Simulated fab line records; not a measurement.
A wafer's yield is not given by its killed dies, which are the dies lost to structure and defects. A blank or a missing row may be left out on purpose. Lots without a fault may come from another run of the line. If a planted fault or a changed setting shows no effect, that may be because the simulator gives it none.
Chamber matching | flow gf180mcu | rie diel-01 running GF_SAB_ETCH_11: 4 sister chambers
The step etches SiO2 in C4F8/O2/Ar, target depth 55 nm, time 8.5 s. 8 wafers are shown with their chamber, then 9 later ones without.

## WAFERS WITH THEIR CHAMBER
wafer  | chamber | rf fwd power W (W) | oes product au (a.u.)
L078.1 | 3       | 1458               | 0.997
L082.1 | 3       | 1461               | 1.000
L082.4 | 0       | 1470               | 1.004
L085.4 | 2       | 1476               | 0.998
L085.5 | 0       | 1460               | 1.008
L086.1 | 1       | 1471               | 1.006
L086.2 | 2       | 1474               | 0.987
L086.6 | 1       | 1467               | 0.993

## WAFERS WITHOUT THEIR CHAMBER
wafer  | rf fwd power W (W) | oes product au (a.u.)
L091.1 | 1471               | 1.009
L091.3 | 1476               | 0.984
L091.6 | 1471               | 1.014
L092.1 | 1467               | 1.011
L092.4 | 1466               | 1.004
L092.5 | 1460               | 1.000
L093.2 | 1478               | 0.996
L093.3 | 1465               | 0.990
L093.4 | 1471               | 1.002

## WHICH CHAMBER EACH WENT THROUGH
wafer  | from the rows above               | in truth
L091.1 | can't be placed: 0 or 1 or 2 or 3 | 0
L091.3 | can't be placed: 2 or 1           | 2
L091.6 | can't be placed: 0 or 1 or 2 or 3 | 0
L092.1 | can't be placed: 0 or 1 or 3      | 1
L092.4 | can't be placed: 0 or 1 or 3      | 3
L092.5 | can't be placed: 3 or 0 or 1      | 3
L093.2 | can't be placed: 2 or 1           | 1
L093.3 | can't be placed: 1 or 3 or 2 or 0 | 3
L093.4 | can't be placed: 1 or 0 or 2      | 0
0 of 9 placed correctly. From these rows, 9 cannot be placed; in 9 the true chamber is one of the candidates. Number placed wrongly: 0.
How it was worked out, from the rows above alone: a wafer's distance from a chamber is the root of the sum, over the readings, of the square of ((its reading less the chamber's mean) divided by the reading's scatter). If the next closest chamber is less than 2 further off than the closest, the wafer can't be placed; otherwise it belongs to the closest. A chamber's mean is the mean of its shown wafers. How the scatter is found: for the shown wafers, subtract from each reading the mean of its chamber, square and add these, divide the total by (wafers less chambers), then take the root.
